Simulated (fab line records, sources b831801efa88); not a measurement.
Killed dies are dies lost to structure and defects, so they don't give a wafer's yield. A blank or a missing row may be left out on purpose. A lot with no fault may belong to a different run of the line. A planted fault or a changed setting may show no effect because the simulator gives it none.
fab line records -- flow sky130
record lots=12, wafers=36, last_day=50
route steps=708 shown SONOS_ONO@185 POLY_GATE@236 LDD_HVN@276 LDD_HVP@286
lots with no fault: from the same line, run without faults
start_h: start of the lot's first displayed wafer, in hours after the record's first day -- wait_h: how many hours have passed since the lot's step before this one -- " as in the row above -- L1.1+2: several wafers, shown together as one row -- - no value, or no start was given -- * or withheld: withheld -- < > ~ a bound
route shown NAME@n: NAME is a module with steps in the file, n the number in the route of the first one -- usual: mean and standard deviation over wafers with no fault -- same: alike in all rows -- chamber/n: place in a boat -- sites: each site's reading -- _std_site: the standard deviation of these -- _edge_site: inner sites' mean taken away from outer sites' mean -- radius_mm: how far each site lies from the wafer's centre -- mask NAME#n: copy n -- behind: the most recent tool/chamber to have shaped the wafer -- hold: reason for holding the lot/hours on hold/outcome of the hold -- device: which transistor (n, p or np) failed to switch -- end of line: the tests these same wafers got at the end of their route -- for a step that has no rows: nothing shown but its recipe -- killed: at the first sort, the dies lost to defects and structure; wafer yield is something else -- map: per-die view of a wafer (x killed, . not killed, _ where there is no die)
set.NAME: the setting that was run; set.NAME@STEP: the one run at that earlier step -- model.NAME: the simulator's own value behind a step, which no gauge read
route steps across a sampled set of lots; one table per step, one row per wafer
services: the hour from which a tool's chamber was out of use, counted from the record's first day as start_h (under 0 if before that day), plus the number of hours and why
## steps
# step SKY_SONOS_ONO_STRIP_17
# recipe chemistry=O2/N2, power_w=1400, pressure_mtorr=1500, platen_temp_c=withheld, o2_flow_sccm=3000, n2_flow_sccm=300, overash_fraction=0.5
# usual drypump_motor_current_A=5.6/0.34, n2_flow_sccm=300.2/0.82, oes_product_au=0.709/0.0045, strip_time_to_endpoint_s=14.11/0.044
lot.wafer,tool,chamber,start_h,wait_h,drypump_motor_current_A,n2_flow_sccm,oes_product_au,rf_hours_counter_h,strip_time_to_endpoint_s
L301.3,plasma_asher-04,0,283.79,0.0,5.3,300.9,0.718,-,14.13
L301.4,plasma_asher-04,1,283.79,0.0,5.6,299.0,0.720,-,14.08
L301.5,plasma_asher-04,0,283.79,0.0,5.3,300.4,0.708,-,14.10
L302.3,plasma_asher-02,0,287.49,0.0,6.0,299.5,0.709,-,14.08
L302.4,plasma_asher-02,1,287.49,0.0,6.1,299.1,0.711,-,14.11
L302.6,plasma_asher-02,0,287.49,0.0,6.0,300.0,0.711,-,14.12
L303.1,plasma_asher-04,1,295.57,0.0,5.6,300.2,0.711,61,14.11
L303.3,plasma_asher-04,1,295.57,0.0,5.6,298.9,0.707,-,14.18
L303.6,plasma_asher-04,1,295.57,0.0,5.6,299.7,0.705,-,14.12
L304.1,plasma_asher-02,0,313.14,0.0,6.0,300.0,0.720,53,14.14
L304.3,plasma_asher-02,1,313.14,0.0,6.1,301.3,0.711,-,14.11
L304.5,plasma_asher-02,0,313.14,0.0,6.0,301.8,0.719,-,14.13
L306.1,plasma_asher-04,0,331.41,0.0,5.3,300.7,0.722,65,14.12
L306.5,plasma_asher-04,1,331.41,0.0,5.6,300.5,0.706,-,14.15
L306.6,plasma_asher-04,0,331.41,0.0,5.3,299.6,0.703,-,14.14
L313.3,plasma_asher-01,0,383.40,0.0,5.5,301.0,0.710,-,14.02
L313.4,plasma_asher-01,1,383.40,0.0,5.2,301.7,0.705,-,14.04
L313.6,plasma_asher-01,0,383.40,0.0,5.5,301.1,0.710,-,14.02
L314.1,plasma_asher-02,0,387.08,0.0,6.0,301.0,0.709,61,14.11
L314.4,plasma_asher-02,1,387.08,0.0,6.1,301.5,0.712,-,14.11
L314.6,plasma_asher-02,1,387.08,0.0,6.1,300.3,0.707,-,14.09
L316.2,plasma_asher-01,0,404.96,0.0,5.5,298.8,0.712,24,14.07
L316.4,plasma_asher-01,0,404.96,0.0,5.5,301.0,0.705,-,14.11
L316.6,plasma_asher-01,1,404.96,0.0,5.2,300.4,0.712,-,14.09
L318.2,plasma_asher-01,1,427.07,0.0,5.2,299.6,0.709,27,14.09
L318.3,plasma_asher-01,0,427.07,0.0,5.5,299.6,0.700,-,14.01
L318.5,plasma_asher-01,0,427.07,0.0,5.5,299.2,0.710,-,14.10
L321.2,plasma_asher-02,0,452.30,0.0,6.0,299.9,0.707,68,14.10
L321.4,plasma_asher-02,1,452.30,0.0,6.1,301.4,0.704,-,14.15
L321.5,plasma_asher-02,1,452.30,0.0,6.1,300.1,0.706,-,14.10
L323.3,plasma_asher-04,1,466.43,0.0,5.6,299.8,0.719,-,14.10
L323.4,plasma_asher-04,0,466.43,0.0,5.3,301.3,0.711,-,14.09
L323.6,plasma_asher-04,1,466.43,0.0,5.6,300.1,0.708,-,14.14
L324.4,plasma_asher-01,1,476.41,0.0,5.2,299.2,0.706,-,14.05
L324.5,plasma_asher-01,1,476.41,0.0,5.2,299.6,0.710,-,14.14
L324.6,plasma_asher-01,0,476.41,0.0,5.5,300.2,0.709,-,14.15
# step SKY_POLY_GATE_CD_MEAS_22
# usual cd_nm=149.9/2.3
lot.wafer,tool,chamber,start_h,wait_h,cd_nm
L301.3,cd_sem-02,-,376.29,0.1,150.0
L301.4,cd_sem-02,-,376.29,0.1,151.4
L301.5,cd_sem-02,-,376.29,0.1,147.2
L302.3,cd_sem-02,-,379.04,0.1,148.8
L302.4,cd_sem-02,-,379.04,0.1,150.1
L302.6,cd_sem-02,-,379.04,0.1,151.4
L303.1,cd_sem-02,-,388.69,0.1,145.2
L303.3,cd_sem-02,-,388.69,0.1,147.8
L303.6,cd_sem-02,-,388.69,0.1,146.2
L304.1,cd_sem-01,-,408.43,0.1,152.1
L304.3,cd_sem-01,-,408.43,0.1,150.6
L304.5,cd_sem-01,-,408.43,0.1,150.9
L306.1,cd_sem-02,-,429.73,0.1,148.3
L306.5,cd_sem-02,-,429.73,0.1,150.9
L306.6,cd_sem-02,-,429.73,0.1,147.7
L313.3,cd_sem-02,-,486.38,0.1,149.1
L313.4,cd_sem-02,-,486.38,0.1,150.4
L313.6,cd_sem-02,-,486.38,0.1,150.2
L314.1,cd_sem-02,-,489.11,0.1,151.9
L314.4,cd_sem-02,-,489.11,0.1,148.7
L314.6,cd_sem-02,-,489.11,0.1,151.3
L316.2,cd_sem-02,-,506.97,0.1,151.3
L316.4,cd_sem-02,-,506.97,0.1,148.3
L316.6,cd_sem-02,-,506.97,0.1,150.8
L318.2,cd_sem-02,-,527.67,0.1,153.3
L318.3,cd_sem-02,-,527.67,0.1,151.8
L318.5,cd_sem-02,-,527.67,0.1,152.5
L321.2,cd_sem-01,-,554.79,0.1,150.0
L321.4,cd_sem-01,-,554.79,0.1,147.5
L321.5,cd_sem-01,-,554.79,0.1,146.4
L323.3,cd_sem-01,-,568.26,0.1,146.4
L323.4,cd_sem-01,-,568.26,0.1,146.8
L323.6,cd_sem-01,-,568.26,0.1,148.3
L324.4,cd_sem-02,-,579.95,0.1,148.7
L324.5,cd_sem-02,-,579.95,0.1,154.8
L324.6,cd_sem-02,-,579.95,0.1,151.3
# step SKY_LDD_HVN_STRIP_09
# recipe chemistry=O2/N2, power_w=1400, pressure_mtorr=1500, platen_temp_c=withheld, o2_flow_sccm=3000, n2_flow_sccm=300, overash_fraction=0.5
# usual drypump_motor_current_A=5.5/0.45, n2_flow_sccm=300.1/0.93, oes_product_au=0.409/0.0046, strip_time_to_endpoint_s=4.141/0.015
lot.wafer,tool,chamber,start_h,wait_h,drypump_motor_current_A,n2_flow_sccm,oes_product_au,rf_hours_counter_h,strip_time_to_endpoint_s
L301.3,plasma_asher-02,1,465.46,0.1,6.2,300.7,0.410,-,4.123
L301.4,plasma_asher-02,0,465.46,0.1,6.0,300.8,0.407,-,4.154
L301.5,plasma_asher-02,1,465.46,0.1,6.1,299.2,0.408,-,4.145
L302.3,plasma_asher-04,1,470.72,0.1,5.6,300.5,0.412,-,4.136
L302.4,plasma_asher-04,0,470.72,0.1,5.3,300.8,0.412,-,4.151
L302.6,plasma_asher-04,1,470.72,0.1,5.6,301.1,0.406,-,4.130
L303.1,plasma_asher-03,0,479.88,0.1,4.8,299.7,0.402,79,4.141
L303.3,plasma_asher-03,0,479.88,0.1,4.8,299.8,0.400,-,4.119
L303.6,plasma_asher-03,0,479.88,0.1,4.8,300.7,0.405,-,4.139
L304.1,plasma_asher-04,0,502.07,0.1,5.3,300.3,0.405,7,4.145
L304.3,plasma_asher-04,0,502.07,0.1,5.3,299.8,0.404,-,4.140
L304.5,plasma_asher-04,1,502.07,0.1,5.6,298.2,0.408,-,4.127
L306.1,plasma_asher-04,1,523.08,0.1,5.6,300.0,0.410,9,4.161
L306.5,plasma_asher-04,1,523.08,0.1,5.6,298.8,0.410,-,4.155
L306.6,plasma_asher-04,0,523.08,0.1,5.3,300.7,0.402,-,4.144
L313.3,plasma_asher-02,1,578.66,0.1,6.1,301.4,0.407,-,4.150
L313.4,plasma_asher-02,0,578.66,0.1,6.0,300.1,0.416,-,4.148
L313.6,plasma_asher-02,0,578.66,0.1,6.0,299.2,0.405,-,4.169
L314.1,plasma_asher-03,0,581.37,0.1,4.8,301.0,0.409,89,4.154
L314.4,plasma_asher-03,0,581.37,0.1,4.8,300.0,0.407,-,4.157
L314.6,plasma_asher-03,0,581.37,0.1,4.8,299.8,0.414,-,4.153
L316.2,plasma_asher-03,0,598.42,0.1,4.8,299.1,0.409,91,4.137
L316.4,plasma_asher-03,1,598.42,0.1,5.5,300.0,0.405,-,4.144
L316.6,plasma_asher-03,1,598.42,0.1,5.5,300.8,0.420,-,4.140
L318.2,plasma_asher-03,0,618.87,0.1,4.8,302.4,0.414,93,4.151
L318.3,plasma_asher-03,0,618.87,0.1,4.8,302.7,0.409,-,4.130
L318.5,plasma_asher-03,0,618.87,0.1,4.8,302.0,0.408,-,4.117
L321.2,plasma_asher-04,1,642.93,0.1,5.6,301.5,0.406,22,4.146
L321.4,plasma_asher-04,1,642.93,0.1,5.6,300.5,0.404,-,4.136
L321.5,plasma_asher-04,0,642.93,0.1,5.3,301.3,0.411,-,4.149
L323.3,plasma_asher-02,1,656.86,0.1,6.2,299.9,0.406,-,4.123
L323.4,plasma_asher-02,0,656.86,0.1,6.1,301.0,0.408,-,4.128
L323.6,plasma_asher-02,1,656.86,0.1,6.2,300.1,0.422,-,4.162
L324.4,plasma_asher-04,1,667.92,0.1,5.6,300.9,0.412,-,4.158
L324.5,plasma_asher-04,0,667.92,0.1,5.3,299.1,0.408,-,4.160
L324.6,plasma_asher-04,1,667.92,0.1,5.6,300.4,0.409,-,4.154
# step SKY_LDD_HVP_IMPLANT_08
# recipe species=B, energy_kev=20, dose_cm2=1.7e+13, tilt_deg=17.9
# usual beam_energy_keV=20.001/0.0062
lot.wafer,tool,chamber,start_h,wait_h,beam_energy_keV
L301.3,implanter-03,0,496.47,0.1,20.000
L301.4,implanter-03,0,496.47,0.1,19.991
L301.5,implanter-03,0,496.47,0.1,19.998
L302.3,implanter-03,0,500.49,0.1,19.987
L302.4,implanter-03,0,500.49,0.1,19.983
L302.6,implanter-03,0,500.49,0.1,19.995
L303.1,implanter-04,0,510.49,0.0,19.993
L303.3,implanter-04,0,510.49,0.0,19.995
L303.6,implanter-04,0,510.49,0.0,19.999
L304.1,implanter-03,0,532.98,0.0,20.007
L304.3,implanter-03,0,532.98,0.0,19.994
L304.5,implanter-03,0,532.98,0.0,19.999
L306.1,implanter-03,0,552.97,0.0,20.005
L306.5,implanter-03,0,552.97,0.0,20.004
L306.6,implanter-03,0,552.97,0.0,20.012
L313.3,implanter-04,0,607.68,0.1,22.653
L313.4,implanter-04,0,607.68,0.1,22.649
L313.6,implanter-04,0,607.68,0.1,22.654
L314.1,implanter-04,0,610.62,0.0,22.642
L314.4,implanter-04,0,610.62,0.0,22.650
L314.6,implanter-04,0,610.62,0.0,22.650
L316.2,implanter-02,0,627.72,0.0,20.001
L316.4,implanter-02,0,627.72,0.0,20.007
L316.6,implanter-02,0,627.72,0.0,20.002
L318.2,implanter-02,0,645.82,0.0,20.003
L318.3,implanter-02,0,645.82,0.0,20.006
L318.5,implanter-02,0,645.82,0.0,20.006
L321.2,implanter-02,0,671.16,0.0,19.994
L321.4,implanter-02,0,671.16,0.0,19.996
L321.5,implanter-02,0,671.16,0.0,19.995
L323.3,implanter-02,0,685.24,0.1,20.008
L323.4,implanter-02,0,685.24,0.1,20.004
L323.6,implanter-02,0,685.24,0.1,20.006
L324.4,implanter-02,0,695.65,0.1,20.012
L324.5,implanter-02,0,695.65,0.1,19.993
L324.6,implanter-02,0,695.65,0.1,19.995
# step SKY_LDD_HVP_TW_MEAS_10
# usual LDD_HVP_TW=458.6/2.4
lot.wafer,tool,chamber,start_h,wait_h,LDD_HVP_TW
L301.3,film_metro-01,-,496.69,0.1,461.8
L301.4,film_metro-01,-,496.69,0.1,462.8
L301.5,film_metro-01,-,496.69,0.1,461.5
L302.3,film_metro-04,-,500.71,0.1,458.1
L302.4,film_metro-04,-,500.71,0.1,459.4
L302.6,film_metro-04,-,500.71,0.1,457.1
L303.1,film_metro-03,-,510.74,0.1,457.4
L303.3,film_metro-03,-,510.74,0.1,458.7
L303.6,film_metro-03,-,510.74,0.1,458.8
L304.1,film_metro-04,-,533.23,0.1,459.7
L304.3,film_metro-04,-,533.23,0.1,458.5
L304.5,film_metro-04,-,533.23,0.1,460.0
L306.1,film_metro-03,-,553.22,0.1,457.8
L306.5,film_metro-03,-,553.22,0.1,459.4
L306.6,film_metro-03,-,553.22,0.1,457.0
L313.3,film_metro-03,-,607.90,0.1,468.9
L313.4,film_metro-03,-,607.90,0.1,467.4
L313.6,film_metro-03,-,607.90,0.1,469.9
L314.1,film_metro-04,-,610.87,0.1,472.2
L314.4,film_metro-04,-,610.87,0.1,471.6
L314.6,film_metro-04,-,610.87,0.1,472.1
L316.2,film_metro-03,-,627.95,0.1,454.7
L316.4,film_metro-03,-,627.95,0.1,456.1
L316.6,film_metro-03,-,627.95,0.1,458.1
L318.2,film_metro-01,-,646.05,0.1,456.5
L318.3,film_metro-01,-,646.05,0.1,457.0
L318.5,film_metro-01,-,646.05,0.1,458.5
L321.2,film_metro-03,-,671.39,0.1,460.9
L321.4,film_metro-03,-,671.39,0.1,457.2
L321.5,film_metro-03,-,671.39,0.1,459.2
L323.3,film_metro-04,-,685.46,0.1,460.0
L323.4,film_metro-04,-,685.46,0.1,461.5
L323.6,film_metro-04,-,685.46,0.1,458.2
L324.4,film_metro-01,-,695.85,0.1,458.0
L324.5,film_metro-01,-,695.85,0.1,459.8
L324.6,film_metro-01,-,695.85,0.1,459.5
## services
tool,chamber,start_h,hours,kind
plasma_asher-04,-,271.91,1.8,repair
implanter-02,-,290.26,5.8,pm
plasma_asher-01,-,302.82,9.1,repair
plasma_asher-04,-,320.34,2.8,pm
implanter-02,-,337.95,2.0,repair
implanter-03,-,339.62,4.0,repair
plasma_asher-01,-,344.79,1.6,repair
implanter-04,-,364.80,7.5,repair
implanter-04,-,376.91,15.6,repair
plasma_asher-03,-,389.21,2.8,pm
plasma_asher-04,-,390.24,4.9,repair
plasma_asher-03,-,411.87,3.5,repair
plasma_asher-03,-,414.26,3.5,repair
implanter-02,-,416.99,3.8,repair
plasma_asher-04,-,421.25,9.0,pm
plasma_asher-04,-,423.26,0.4,repair
implanter-02,-,449.09,4.7,pm
implanter-04,-,450.63,1.0,repair
plasma_asher-03,-,463.72,1.2,repair
plasma_asher-01,-,535.73,6.1,repair
plasma_asher-01,-,559.72,3.9,repair
plasma_asher-02,-,582.04,4.4,repair
plasma_asher-02,-,680.40,2.8,pm
implanter-03,-,691.05,3.7,pm
## key
first_sign step=SKY_LDD_HVP_IMPLANT_08, reading=beam_energy_keV, direction=up, sigmas=99+, usual=*, struck=*
effect step=SKY_LDD_HVP_TW_MEAS_10, reading=LDD_HVP_TW, direction=up, sigmas=4.9, usual=458.6, struck=470.3
met_at SKY_LDD_HVP_IMPLANT_08
struck_lots L313,L314
tester_left_out L313,L314
not_acting_at SKY_SONOS_ONO_STRIP_17,SKY_POLY_GATE_CD_MEAS_22,SKY_LDD_HVN_STRIP_09
onset_between 510.49 607.68
fault kind=process_parameter_drift, tool=implanter-04, chamber=-, onset_h=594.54, steps=SKY_LDD_HVP_IMPLANT_08, channel=energy_kev, offset=*, shape=step, end_h=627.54, acts_in=*, stated=*
# tester_left_out: of these lots the tester's yield and bins aren't shown, on N5 and GAA mostly nor the transistor test; their killed dies are dies lost to structure and defects alone, not to doping, threshold or leakage, so they don't give the yield
